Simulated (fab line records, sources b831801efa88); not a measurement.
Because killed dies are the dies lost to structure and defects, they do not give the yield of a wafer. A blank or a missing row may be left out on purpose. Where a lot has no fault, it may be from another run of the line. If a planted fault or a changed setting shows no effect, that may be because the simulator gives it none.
Comparing a struck lot with a sound one -- flow sky130 -- 18 out of 708 route steps
Sound: the wafers L389.2, L389.3, L389.4. Wafers L394.1, L394.4, L394.5 were the ones struck. The cause comes at the end.
At each step with rows: each side's tool, then ch and its chambers, then its first start. Under that, the readings that differ: sound wafers -- struck wafers -- difference of the means -- sigmas: that difference in standard deviations of wafers without a fault.
alike: a reading whose means differ by less than 2 such deviations, as well as words and numbers matching on both sides. not compared: withheld readings; readings where some wafer has no value; bounds like >300 that might hide an equal value; numbers whose values overlap and for which the record gives no deviation.
Wherever a step has rows on one side only, a row that says differs or no value, or a row with sigmas, the two part there. Non-overlapping numbers with no deviation appear without sigmas and do not part them. Lack of a reading on every wafer of one side parts them only where that side has two or more wafers.

first, 2 steps without rows for these wafers: SKY_NWELL_PEB_08; SKY_NWELL_DEVELOP_09 (develop time 60 s).
SKY_NWELL_OVL_MEAS_10:
  sound on overlay-01, day 5 16:34; struck on overlay-01, day 6 23:37
  alike: NWELL_00_OVL
then, 3 steps without rows for these wafers: SKY_NWELL_IMPLANT_11; SKY_NWELL_IMPLANT_12; SKY_NWELL_IMPLANT_13.
SKY_NWELL_STRIP_14: strips in O2/N2.
  sound on plasma_asher-04 ch 0,1, day 5 17:03; struck on plasma_asher-04 ch 0,1, day 7 00:06
reading,sound,struck,difference,sigmas
strip_time_to_endpoint_s (s),36.99 37.11 36.96,36.72 36.77 36.86,-0.24,-2
  alike: drypump_motor_current_A, n2_flow_sccm, oes_product_au
  not compared: rf_hours_counter_h
SKY_NWELL_TW_MEAS_15:
  sound on film_metro-03, day 5 17:10; struck on film_metro-03, day 7 00:14
  alike: NWELL_TW
then, 4 steps without rows for these wafers: SKY_NWELL_DEHYDRATE_16 (time 60 s); SKY_NWELL_HMDS_17 (prime time 60 s); SKY_NWELL_COAT_18 (resist thk 3000 nm); SKY_NWELL_SOFTBAKE_19.
SKY_NWELL_EXPOSE_20: exposes mask NWM COMPLEMENT, target cd 840 nm.
  sound on iline_stepper-01 ch 0, day 6 02:07; struck on iline_stepper-01 ch 0, day 7 10:04
reading,sound,struck,difference,sigmas
model.NWELL.overlay_x_nm (nm),0.2601 0.2601 0.2601,187.9 187.9 187.9,+187.6,
  alike: mask
then, 2 steps without rows for these wafers: SKY_NWELL_PEB_21; SKY_NWELL_DEVELOP_22 (develop time 57.51 s).
SKY_NWELL_OVL_MEAS_23:
  sound on overlay-02, day 6 11:07; struck on overlay-02, day 7 19:34
reading,sound,struck,difference,sigmas
NWELL_01_OVL (nm),1.6 -0.1 1.1,186.1 188.2 188.1,+186.6,+99 or more
after that, 1 step had no rows for these wafers: SKY_NWELL_IMPLANT_24.
-- the record jumps here: 40 days lie between the struck wafers' starts before and after (it left off in module NWELL and takes up again in module PAD_OPEN, whose first step shown is number 708 of the route) --
SKY_PAD_OPEN_PROBE_99:
  sound on prober-02, day 46 22:25; struck on prober-01, day 48 05:47
reading,sound,struck,difference,sigmas
model.etest.pfet_16v.r_on_ohm_um,1.559e+04 1.547e+04,2.429e+04 2.517e+04 2.47e+04,+9.190e+03,
model.etest.nfet_16v.r_on_ohm_um,1.458e+04 1.433e+04,1.802e+04 1.825e+04 1.837e+04,+3.758e+03,
model.etest.pfet_16v.drive_ua_um,240.7 244.8,157.7 149.9 155.5,-88.4,
model.etest.nfet_16v.drive_ua_um,213.4 219.8,199.2 193.5 194.9,-20.7,
model.etest.sram_pfet_latch.vt_sat_v (V),-0.758 -0.7851,-0.7466 -0.7421 -0.7461,+0.0266,
  alike: killed_at_M0_to_M3, killed_at_M4_up, killed_at_contacts, killed_at_front_end, killed_at_other, killed_dies, killed_on_rim, killed_open, killed_short
  not compared: model.etest.sram_pfet_latch.off_log10_a_um, model.etest.pfet_16v.vt_v

== WHERE THEY PART ==
Last at SKY_NWELL_OVL_MEAS_23 as far as this record goes, first at SKY_NWELL_STRIP_14. Later steps at which nothing parts them and some readings are alike: SKY_PAD_OPEN_PROBE_99.

WHY: what the simulator had put in
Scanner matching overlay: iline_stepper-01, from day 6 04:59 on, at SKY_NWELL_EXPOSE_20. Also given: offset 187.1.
